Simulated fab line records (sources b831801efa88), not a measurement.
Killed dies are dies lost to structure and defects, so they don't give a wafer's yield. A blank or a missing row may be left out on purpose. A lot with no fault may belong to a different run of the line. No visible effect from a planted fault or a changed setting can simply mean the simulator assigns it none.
fab line records	flow gf180mcu
record lots=24	wafers=72	lastDay=34
route steps=602 shown M1@318 V3@455 M4@459 M5@534
lots with no fault: from the same line, run without faults
startH: start of the lot's first displayed wafer, in hours after the record's first day	waitH: time in hours since the lot's previous step	" identical to the entry in the row above	L1.1+2: a single row standing in for several wafers	- no value, or no start given	* or withheld: withheld	< > ~ a bound
route shown NAME@n: a module of which the file shows steps, and the number in the route of the first	usual: mean and standard deviation over wafers with no fault	same: alike in all rows	chamber/n: place in a boat	sites: each site's reading	_std_site: standard deviation of those values	_edge_site: the outer-site mean with the inner-site mean subtracted	radiusMm: for every site, how far away it sits from the centre of the wafer	mask NAME#n: copy n	behind: the most recent tool/chamber to have shaped the wafer	hold: why the lot was held/for how many hours/how that ended	device: names the non-switching transistor (n, p or np)	end of line: tests run on the same wafers once the route is complete	a step without rows: its recipe alone	killed: dies lost to structure and defects at the first sort, not the wafer's yield	map: a wafer's dies, x killed, . not, _ none there
set.NAME: the setting the step ran with; set.NAME@STEP: the setting that earlier step ran with	model.NAME: the simulator's own value behind a step, which no gauge read
one table for each step of the route and one row for each wafer, over a sample of lots
services: when a tool's chamber went out of use (startH, in hours from the record's first day, below 0 if earlier), for how many hours, and the reason
## steps
# step GF_M1_SPUTTER_03
# recipe material=Ti	targetThkNm=10	substrateTempC=300	chamberPressurePa=0.3	powerW=3000	timeS=6.7
# usual cathodeDcPowerW=3000.0/0.52	throttleValvePct=30.1/1.1
lot.wafer	tool	chamber	startH	waitH	cathodeDcPowerW	throttleValvePct
L074.3	pvdSputter-02	-	359.58	0.0	2999.1	29.7
L074.5	"	-	"	"	3000.1	29.6
L074.6	"	-	"	"	3000.6	30.7
L075.2	pvdSputter-04	-	374.70	0.0	2999.9	30.1
L075.3	"	-	"	"	2999.5	30.8
L075.5	"	-	"	"	2999.7	28.0
L076.4	pvdSputter-02	-	378.25	0.0	2999.3	30.8
L076.5	"	-	"	"	3001.1	30.3
L076.6	"	-	"	"	3000.2	32.0
L077.1	pvdSputter-03	-	387.46	0.0	2999.3	29.8
L077.2	"	-	"	"	2999.4	29.8
L077.5	"	-	"	"	2999.8	30.1
L078.1	pvdSputter-04	-	402.06	0.0	2999.8	30.8
L078.3	"	-	"	"	2999.7	27.5
L078.5	"	-	"	"	2999.8	31.0
L079.1	pvdSputter-03	-	413.68	0.0	2999.4	29.9
L079.3	"	-	"	"	2999.3	30.2
L079.6	"	-	"	"	2999.8	30.2
L080.4	pvdSputter-03	-	418.41	0.0	3001.1	30.1
L080.5	"	-	"	"	2999.3	31.0
L080.6	"	-	"	"	2999.7	29.9
L081.2	pvdSputter-04	-	423.46	0.0	3000.5	28.3
L081.3	"	-	"	"	2999.4	27.5
L081.6	"	-	"	"	3000.0	28.4
L082.1	pvdSputter-02	-	437.70	0.0	2999.9	30.9
L082.2	"	-	"	"	3000.1	29.4
L082.3	"	-	"	"	3000.4	31.9
L083.3	pvdSputter-02	-	439.07	0.0	2999.9	29.6
L083.4	"	-	"	"	2999.5	30.9
L083.6	"	-	"	"	3000.1	30.8
L084.2	pvdSputter-03	-	451.50	0.0	2999.3	30.5
L084.3	"	-	"	"	3000.4	29.8
L084.4	"	-	"	"	3000.1	30.0
L085.2	pvdSputter-02	-	461.48	0.0	2999.2	29.9
L085.4	"	-	"	"	2999.6	32.1
L085.5	"	-	"	"	3000.4	30.6
L086.1	pvdSputter-04	-	468.60	0.0	2999.8	30.9
L086.2	"	-	"	"	3000.4	27.6
L086.5	"	-	"	"	2999.2	30.1
L087.2	pvdSputter-04	-	485.26	0.0	2999.5	27.4
L087.3	"	-	"	"	3000.6	30.8
L087.5	"	-	"	"	3001.1	30.2
L088.1	pvdSputter-03	-	491.76	0.0	2998.9	29.9
L088.5	"	-	"	"	2999.8	29.7
L088.6	"	-	"	"	3000.7	30.0
L089.1	pvdSputter-02	-	492.71	0.0	2999.8	29.7
L089.2	"	-	"	"	3000.7	30.7
L089.6	"	-	"	"	2999.4	32.0
L090.1	pvdSputter-03	-	498.08	0.0	2999.2	29.9
L090.2	"	-	"	"	3000.1	30.0
L090.6	"	-	"	"	3000.2	29.5
L091.4	pvdSputter-02	-	528.87	0.0	3001.2	30.9
L091.5	"	-	"	"	3000.3	29.8
L091.6	"	-	"	"	2999.5	31.8
L092.1	pvdSputter-04	-	529.96	0.0	3000.6	29.8
L092.2	"	-	"	"	2999.6	30.9
L092.4	"	-	"	"	2999.7	27.8
L093.3	pvdSputter-02	-	535.18	0.0	2999.9	30.5
L093.5	"	-	"	"	2999.5	30.5
L093.6	"	-	"	"	3000.8	31.0
L094.2	pvdSputter-03	-	537.07	0.0	3000.5	30.7
L094.3	"	-	"	"	2999.5	29.9
L094.6	"	-	"	"	3000.7	29.6
L095.1	pvdSputter-02	-	539.53	0.0	3000.2	31.7
L095.4	"	-	"	"	3000.0	29.7
L095.6	"	-	"	"	2999.3	29.7
L096.1	pvdSputter-03	-	555.46	0.0	2999.8	29.8
L096.2	"	-	"	"	2999.8	30.3
L096.6	"	-	"	"	2999.2	29.7
L097.1	pvdSputter-04	-	568.35	0.0	2998.7	28.3
L097.2	"	-	"	"	3000.8	30.7
L097.4	"	-	"	"	2999.6	27.5
# step GF_V3_CMP_26
# recipe stopOn=SiO2	downForcePsi=3.5	platenRpm=60	tOverpolishS=15	targetThkNm=0	padVelocityMS=0.94248
# usual edgeZonePressureFrac=1.000/0.0048	motorCurrentA=10.9/1	overpolishRunS=14.999/0.0087	timeToEndpointS=85/3.5
# same tOverpolishS=15
lot.wafer	tool	chamber	startH	waitH	edgeZonePressureFrac	motorCurrentA	overpolishRunS	timeToEndpointS
L074.3	cmp-01	2	508.11	0.1	0.998	10.9	15.011	76
L074.5	"	0	"	"	0.997	11.4	15.009	84
L074.6	"	1	"	"	1.004	9.9	15.006	81
L075.2	cmp-01	0	521.80	0.1	1.007	12.1	14.993	82
L075.3	"	1	"	"	0.996	9.8	14.988	81
L075.5	"	3	"	"	1.000	9.8	14.996	82
L076.4	cmp-01	0	527.81	0.0	0.993	12.4	14.992	85
L076.6	"	0	"	"	1.002	12.1	14.987	86
L076.5	"	1	"	"	1.002	9.3	14.990	84
L077.2	cmp-01	3	538.17	0.0	1.004	8.9	14.994	78
L077.1	"	2	"	"	0.990	11.6	15.006	78
L077.5	"	0	"	"	0.999	12.0	15.018	83
L078.1	cmp-01	2	550.97	0.1	1.002	11.3	15.016	84
L078.3	"	3	"	"	1.004	9.4	14.998	81
L078.5	"	2	"	"	0.999	11.5	14.996	81
L079.1	cmp-02	3	563.72	0.1	1.002	10.7	14.996	82
L079.3	"	2	"	"	0.993	11.1	15.008	86
L079.6	"	0	"	"	0.999	11.3	15.005	87
L080.4	cmp-01	1	567.22	0.0	0.994	9.6	15.000	88
L080.5	"	1	"	"	1.002	10.6	14.993	86
L080.6	"	2	"	"	0.993	11.2	14.995	85
L081.2	cmp-02	0	570.80	0.1	1.008	11.2	14.990	89
L081.3	"	2	"	"	1.005	10.5	15.000	87
L081.6	"	3	"	"	0.998	10.7	15.000	86
L082.2	cmp-02	1	585.05	0.0	1.004	13.1	14.999	90
L082.3	"	3	"	"	0.995	9.9	15.005	96
L082.1	"	0	"	"	0.992	11.6	15.003	94
L083.4	cmp-01	0	586.03	0.1	1.001	11.8	14.998	85
L083.3	"	1	"	"	0.997	9.9	15.000	84
L083.6	"	2	"	"	0.995	11.3	15.010	82
L084.3	cmp-02	1	595.86	0.0	1.000	12.6	15.000	88
L084.4	"	2	"	"	1.003	10.9	15.005	85
L084.2	"	3	"	"	1.006	10.4	14.991	86
L085.4	cmp-02	2	604.82	0.0	0.993	11.1	15.016	85
L085.2	"	3	"	"	0.995	10.3	14.983	85
L085.5	"	3	"	"	1.004	11.0	14.993	83
L086.1	cmp-02	3	609.21	0.1	0.999	10.9	15.004	90
L086.2	"	0	"	"	1.009	11.4	14.998	86
L086.5	"	3	"	"	0.996	10.6	14.996	88
L087.2	cmp-01	2	625.47	0.1	1.004	11.0	14.996	86
L087.3	"	3	"	"	1.004	9.3	15.003	91
L087.5	"	0	"	"	1.001	11.5	15.002	93
L088.1	cmp-02	2	629.55	0.3	1.001	11.1	14.988	82
L088.6	"	0	"	"	0.993	10.7	15.006	85
L088.5	"	1	"	"	1.010	11.8	15.001	84
L089.2	cmp-01	0	631.21	0.1	1.002	12.1	14.992	87
L089.1	"	1	"	"	1.012	9.5	14.996	86
L089.6	"	3	"	"	0.988	9.5	15.000	83
L090.2	cmp-02	3	635.12	0.1	0.994	10.4	14.984	82
L090.1	"	0	"	"	1.004	11.7	15.012	83
L090.6	"	2	"	"	0.991	10.5	14.979	82
L091.4	cmp-02	0	660.84	0.0	0.998	11.3	15.010	88
L091.5	"	0	"	"	0.997	11.0	15.014	89
L091.6	"	1	"	"	0.997	12.2	14.991	87
L092.4	cmp-01	1	662.23	0.0	1.000	9.7	14.998	87
L092.1	"	2	"	"	1.000	10.5	14.998	88
L092.2	"	3	"	"	0.998	9.4	15.002	87
L093.3	cmp-02	1	668.14	0.1	1.004	12.7	14.994	81
L093.5	"	0	"	"	1.004	11.5	14.996	84
L093.6	"	1	"	"	0.997	12.6	14.999	82
L094.3	cmp-01	2	669.30	0.0	0.998	11.4	15.008	83
L094.2	"	0	"	"	0.999	12.2	15.010	88
L094.6	"	3	"	"	0.998	9.2	15.004	83
L095.1	cmp-01	3	671.36	0.1	0.988	9.1	14.987	83
L095.4	"	1	"	"	0.996	9.8	14.993	85
L095.6	"	3	"	"	0.992	9.7	15.002	85
L096.1	cmp-02	3	687.45	0.1	1.006	10.8	14.990	84
L096.2	"	1	"	"	1.005	11.9	15.002	84
L096.6	"	3	"	"	1.002	10.8	15.004	85
L097.1	cmp-01	2	697.41	0.1	1.008	11.2	14.986	81
L097.4	"	3	"	"	1.006	8.8	14.994	80
L097.2	"	0	"	"	0.999	11.4	15.001	85
# step GF_M4_SPUTTER_03
# recipe material=Ti	targetThkNm=10	substrateTempC=300	chamberPressurePa=0.3	powerW=3000	timeS=6.7
# usual cathodeDcPowerW=3000.0/0.54	throttleValvePct=29.8/0.98
lot.wafer	tool	chamber	startH	waitH	cathodeDcPowerW	throttleValvePct
L074.3	pvdSputter-01	-	508.48	0.0	3000.3	29.7
L074.5	"	-	"	"	3000.0	29.5
L074.6	"	-	"	"	3000.6	29.5
L075.2	pvdSputter-04	-	522.16	0.0	3000.2	30.8
L075.3	"	-	"	"	2999.9	28.4
L075.5	"	-	"	"	3000.0	30.1
L076.4	pvdSputter-03	-	528.27	0.0	3000.5	29.7
L076.5	"	-	"	"	2999.9	30.1
L076.6	"	-	"	"	2999.6	29.8
L077.1	pvdSputter-01	-	539.44	0.0	2999.8	31.0
L077.2	"	-	"	"	2999.3	29.4
L077.5	"	-	"	"	2999.8	29.3
L078.1	pvdSputter-01	-	551.43	0.0	2999.7	29.5
L078.3	"	-	"	"	3000.5	29.5
L078.5	"	-	"	"	3000.1	29.0
L079.1	pvdSputter-03	-	564.18	0.0	3000.1	30.0
L079.3	"	-	"	"	2999.8	30.1
L079.6	"	-	"	"	3000.6	29.9
L080.4	pvdSputter-03	-	567.68	0.0	3000.2	29.9
L080.5	"	-	"	"	3000.9	31.0
L080.6	"	-	"	"	2999.9	30.2
L081.2	pvdSputter-03	-	571.21	0.0	3001.2	30.2
L081.3	"	-	"	"	3000.4	30.7
L081.6	"	-	"	"	3000.1	30.1
L082.1	pvdSputter-01	-	585.51	0.0	2999.1	28.8
L082.2	"	-	"	"	3000.6	29.4
L082.3	"	-	"	"	3000.2	29.4
L083.3	pvdSputter-03	-	586.39	0.0	2999.6	29.9
L083.4	"	-	"	"	3000.0	30.2
L083.6	"	-	"	"	3000.4	30.3
L084.2	pvdSputter-04	-	596.32	0.0	3000.5	30.9
L084.3	"	-	"	"	2999.2	28.5
L084.4	"	-	"	"	2999.9	30.0
L085.2	pvdSputter-04	-	605.28	0.0	3000.2	27.4
L085.4	"	-	"	"	2999.5	30.8
L085.5	"	-	"	"	3000.3	27.7
L086.1	pvdSputter-04	-	609.62	0.0	2999.9	27.4
L086.2	"	-	"	"	3000.4	30.1
L086.5	"	-	"	"	2999.5	30.7
L087.2	pvdSputter-04	-	625.83	0.0	2999.8	30.9
L087.3	"	-	"	"	2999.3	28.4
L087.5	"	-	"	"	3000.5	30.1
L088.1	pvdSputter-03	-	629.91	0.0	2999.4	29.9
L088.5	"	-	"	"	2999.4	29.8
L088.6	"	-	"	"	2999.7	30.8
L089.1	pvdSputter-04	-	631.62	0.0	2999.8	31.1
L089.2	"	-	"	"	2999.7	28.4
L089.6	"	-	"	"	2999.8	27.4
L090.1	pvdSputter-04	-	635.53	0.0	2998.9	28.7
L090.2	"	-	"	"	2999.3	27.5
L090.6	"	-	"	"	3000.6	27.7
L091.4	pvdSputter-03	-	661.30	0.0	3000.4	29.6
L091.5	"	-	"	"	2998.6	30.8
L091.6	"	-	"	"	3000.2	29.6
L092.1	pvdSputter-03	-	662.69	0.0	2999.6	29.9
L092.2	"	-	"	"	3000.4	30.9
L092.4	"	-	"	"	2999.4	29.9
L093.3	pvdSputter-01	-	668.55	0.0	3000.3	29.4
L093.5	"	-	"	"	2999.9	29.6
L093.6	"	-	"	"	3000.4	30.8
L094.2	pvdSputter-01	-	669.76	0.0	2999.9	30.1
L094.3	"	-	"	"	2999.3	29.4
L094.6	"	-	"	"	3000.6	29.2
L095.1	pvdSputter-03	-	671.82	0.0	3000.2	30.9
L095.4	"	-	"	"	3000.7	29.8
L095.6	"	-	"	"	2999.9	30.1
L096.1	pvdSputter-04	-	687.91	0.0	2999.1	28.3
L096.2	"	-	"	"	2999.3	30.9
L096.6	"	-	"	"	3000.1	30.9
L097.1	pvdSputter-03	-	697.82	0.0	3000.0	29.8
L097.2	"	-	"	"	3000.1	30.0
L097.4	"	-	"	"	3000.1	30.0
# step GF_M4_THK_MEAS_06
# recipe thkMeasGauge=xrf	reads=AlCu_of_M4_SPUTTER_02
# usual M4_ALCU_THK=441/4.6
lot.wafer	tool	chamber	startH	waitH	M4_ALCU_THK[nm]
L074.3	filmMetro-02	-	508.68	0.1	445
L074.5	"	-	"	"	443
L074.6	"	-	"	"	445
L075.2	filmMetro-02	-	522.35	0.1	442
L075.3	"	-	"	"	444
L075.5	"	-	"	"	434
L076.4	filmMetro-02	-	528.48	0.1	443
L076.5	"	-	"	"	441
L076.6	"	-	"	"	438
L077.1	filmMetro-03	-	539.62	0.1	443
L077.2	"	-	"	"	443
L077.5	"	-	"	"	444
L078.1	filmMetro-03	-	551.61	0.1	441
L078.3	"	-	"	"	443
L078.5	"	-	"	"	446
L079.1	filmMetro-03	-	564.41	0.1	434
L079.3	"	-	"	"	436
L079.6	"	-	"	"	437
L080.4	filmMetro-03	-	568.04	0.1	445
L080.5	"	-	"	"	450
L080.6	"	-	"	"	445
L081.2	filmMetro-02	-	571.40	0.1	433
L081.3	"	-	"	"	438
L081.6	"	-	"	"	434
L082.1	filmMetro-02	-	585.69	0.1	445
L082.2	"	-	"	"	443
L082.3	"	-	"	"	448
L083.3	filmMetro-02	-	586.72	0.1	443
L083.4	"	-	"	"	444
L083.6	"	-	"	"	444
L084.2	filmMetro-02	-	596.51	0.1	445
L084.3	"	-	"	"	447
L084.4	"	-	"	"	444
L085.2	filmMetro-02	-	605.56	0.1	429
L085.4	"	-	"	"	436
L085.5	"	-	"	"	432
L086.1	filmMetro-02	-	610.00	0.1	436
L086.2	"	-	"	"	434
L086.5	"	-	"	"	441
L087.2	filmMetro-03	-	626.02	0.1	442
L087.3	"	-	"	"	443
L087.5	"	-	"	"	442
L088.1	filmMetro-02	-	630.09	0.1	440
L088.5	"	-	"	"	433
L088.6	"	-	"	"	439
L089.1	filmMetro-02	-	631.81	0.1	439
L089.2	"	-	"	"	440
L089.6	"	-	"	"	437
L090.1	filmMetro-02	-	635.71	0.1	443
L090.2	"	-	"	"	441
L090.6	"	-	"	"	440
L091.4	filmMetro-02	-	661.51	0.1	437
L091.5	"	-	"	"	437
L091.6	"	-	"	"	438
L092.1	filmMetro-02	-	662.87	0.1	438
L092.2	"	-	"	"	441
L092.4	"	-	"	"	433
L093.3	filmMetro-03	-	668.75	0.1	449
L093.5	"	-	"	"	451
L093.6	"	-	"	"	446
L094.2	filmMetro-03	-	669.95	0.1	448
L094.3	"	-	"	"	441
L094.6	"	-	"	"	444
L095.1	filmMetro-03	-	672.00	0.1	446
L095.4	"	-	"	"	446
L095.6	"	-	"	"	443
L096.1	filmMetro-02	-	688.09	0.1	441
L096.2	"	-	"	"	441
L096.6	"	-	"	"	439
L097.1	filmMetro-02	-	698.01	0.1	441
L097.2	"	-	"	"	438
L097.4	"	-	"	"	439
# step GF_M4_OVL_MEAS_15
# usual M4_OVL=-3/7.4
lot.wafer	tool	chamber	startH	waitH	M4_OVL[nm]
L074.3	overlay-01	-	531.74	0.1	-11
L074.5	"	-	"	"	-9
L074.6	"	-	"	"	-7
L075.2	overlay-02	-	544.56	0.1	2
L075.3	"	-	"	"	-7
L075.5	"	-	"	"	-9
L076.4	overlay-02	-	551.04	0.1	-10
L076.5	"	-	"	"	-4
L076.6	"	-	"	"	-3
L077.1	overlay-02	-	561.62	0.1	3
L077.2	"	-	"	"	-2
L077.5	"	-	"	"	1
L078.1	overlay-01	-	573.37	0.1	11
L078.3	"	-	"	"	13
L078.5	"	-	"	"	5
L079.1	overlay-02	-	585.66	0.1	7
L079.3	"	-	"	"	2
L079.6	"	-	"	"	6
L080.4	overlay-01	-	589.39	0.1	-6
L080.5	"	-	"	"	-7
L080.6	"	-	"	"	-9
L081.2	overlay-01	-	592.71	0.1	-1
L081.3	"	-	"	"	1
L081.6	"	-	"	"	0
L082.1	overlay-02	-	605.42	0.1	3
L082.2	"	-	"	"	-4
L082.3	"	-	"	"	4
L083.3	overlay-01	-	605.68	0.1	-24
L083.4	"	-	"	"	-11
L083.6	"	-	"	"	-12
L084.2	overlay-01	-	615.51	0.1	-5
L084.3	"	-	"	"	-13
L084.4	"	-	"	"	-3
L085.2	overlay-02	-	625.23	0.1	7
L085.4	"	-	"	"	7
L085.5	"	-	"	"	-1
L086.1	overlay-02	-	630.66	0.1	-5
L086.2	"	-	"	"	-5
L086.5	"	-	"	"	-4
L087.2	overlay-01	-	646.43	0.1	6
L087.3	"	-	"	"	4
L087.5	"	-	"	"	3
L088.1	overlay-02	-	649.37	0.1	-4
L088.5	"	-	"	"	-7
L088.6	"	-	"	"	7
L089.1	overlay-02	-	651.26	0.1	-1
L089.2	"	-	"	"	-11
L089.6	"	-	"	"	-9
L090.1	overlay-01	-	655.56	0.1	-6
L090.2	"	-	"	"	-12
L090.6	"	-	"	"	-9
L091.4	overlay-02	-	679.83	0.1	-8
L091.5	"	-	"	"	-7
L091.6	"	-	"	"	-11
L092.1	overlay-01	-	681.82	0.1	-24
L092.2	"	-	"	"	-15
L092.4	"	-	"	"	-18
L093.3	overlay-01	-	687.43	0.1	-6
L093.5	"	-	"	"	-9
L093.6	"	-	"	"	-9
L094.2	overlay-02	-	688.52	0.1	-13
L094.3	"	-	"	"	0
L094.6	"	-	"	"	-8
L095.1	overlay-02	-	690.12	0.1	0
L095.4	"	-	"	"	4
L095.6	"	-	"	"	7
L096.1	overlay-01	-	706.36	0.1	0
L096.2	"	-	"	"	-12
L096.6	"	-	"	"	-2
L097.1	overlay-01	-	716.11	0.1	3
L097.2	"	-	"	"	-5
L097.4	"	-	"	"	-2
# step GF_M5_OVL_MEAS_08
# usual M5_OVL=-4/5.5
lot.wafer	tool	chamber	startH	waitH	M5_OVL[nm]
L074.3	overlay-01	-	600.48	0.1	-3
L074.5	"	-	"	"	-13
L074.6	"	-	"	"	-10
L075.2	overlay-02	-	612.23	0.1	7
L075.3	"	-	"	"	8
L075.5	"	-	"	"	6
L076.4	overlay-01	-	615.79	0.1	-3
L076.5	"	-	"	"	-7
L076.6	"	-	"	"	-2
L077.1	overlay-02	-	630.78	0.1	0
L077.2	"	-	"	"	2
L077.5	"	-	"	"	-4
L078.1	overlay-02	-	636.12	0.1	-2
L078.3	"	-	"	"	-6
L078.5	"	-	"	"	-4
L079.1	overlay-01	-	648.42	0.1	0
L079.3	"	-	"	"	-1
L079.6	"	-	"	"	-4
L080.4	overlay-01	-	652.74	0.1	-11
L080.5	"	-	"	"	-5
L080.6	"	-	"	"	-7
L081.2	overlay-01	-	656.63	0.1	-14
L081.3	"	-	"	"	-7
L081.6	"	-	"	"	-9
L082.1	overlay-01	-	668.42	0.1	-10
L082.2	"	-	"	"	-9
L082.3	"	-	"	"	-1
L083.3	overlay-02	-	668.53	0.1	-11
L083.4	"	-	"	"	-9
L083.6	"	-	"	"	-5
L084.2	overlay-02	-	678.43	0.1	1
L084.3	"	-	"	"	-3
L084.4	"	-	"	"	4
L085.2	overlay-01	-	686.88	0.1	1
L085.4	"	-	"	"	-1
L085.5	"	-	"	"	-5
L086.1	overlay-02	-	691.07	0.1	-1
L086.2	"	-	"	"	-2
L086.5	"	-	"	"	-4
L087.2	overlay-01	-	705.93	0.1	-10
L087.3	"	-	"	"	-3
L087.5	"	-	"	"	-6
L088.1	overlay-02	-	708.32	0.1	-2
L088.5	"	-	"	"	-7
L088.6	"	-	"	"	-5
L089.1	overlay-01	-	711.17	0.1	-7
L089.2	"	-	"	"	0
L089.6	"	-	"	"	-5
L090.1	overlay-02	-	714.32	0.1	-6
L090.2	"	-	"	"	-5
L090.6	"	-	"	"	-6
L091.4	overlay-01	-	737.84	0.1	1
L091.5	"	-	"	"	4
L091.6	"	-	"	"	-3
L092.1	overlay-02	-	739.07	0.1	2
L092.2	"	-	"	"	0
L092.4	"	-	"	"	-1
L093.3	overlay-01	-	743.78	0.1	1
L093.5	"	-	"	"	-2
L093.6	"	-	"	"	-2
L094.2	overlay-02	-	745.67	0.1	-21
L094.3	"	-	"	"	-13
L094.6	"	-	"	"	-12
L095.1	overlay-02	-	746.62	0.1	0
L095.4	"	-	"	"	7
L095.6	"	-	"	"	3
L096.1	overlay-01	-	760.97	0.1	-11
L096.2	"	-	"	"	-5
L096.6	"	-	"	"	-12
L097.1	overlay-01	-	769.74	0.1	-15
L097.2	"	-	"	"	-8
L097.4	"	-	"	"	-4
## services
tool	chamber	startH	hours	kind
pvdSputter-03	-	349.66	1.9	repair
cmp-01	-	368.18	0.7	repair
cmp-01	-	386.20	0.6	repair
pvdSputter-04	-	394.77	1.7	repair
cmp-02	-	401.90	7.8	pm
cmp-02	-	409.66	4.0	pm
pvdSputter-02	-	430.25	3.7	repair
pvdSputter-02	-	449.51	1.0	repair
cmp-01	-	451.31	0.3	repair
pvdSputter-03	-	459.80	21.7	repair
cmp-02	-	500.61	1.5	repair
cmp-02	-	502.16	1.2	repair
pvdSputter-02	-	521.53	3.5	repair
cmp-01	-	531.35	0.9	repair
pvdSputter-01	-	559.42	13.3	repair
pvdSputter-04	-	564.25	2.8	repair
cmp-01	-	572.00	4.0	pm
cmp-01	-	593.51	4.6	repair
cmp-01	-	613.35	5.5	pm
pvdSputter-02	-	622.09	5.3	repair
cmp-01	-	634.08	5.6	pm
pvdSputter-04	-	665.72	1.5	repair
cmp-02	-	669.84	8.4	pm
pvdSputter-04	-	678.08	4.6	repair
## key
fault none
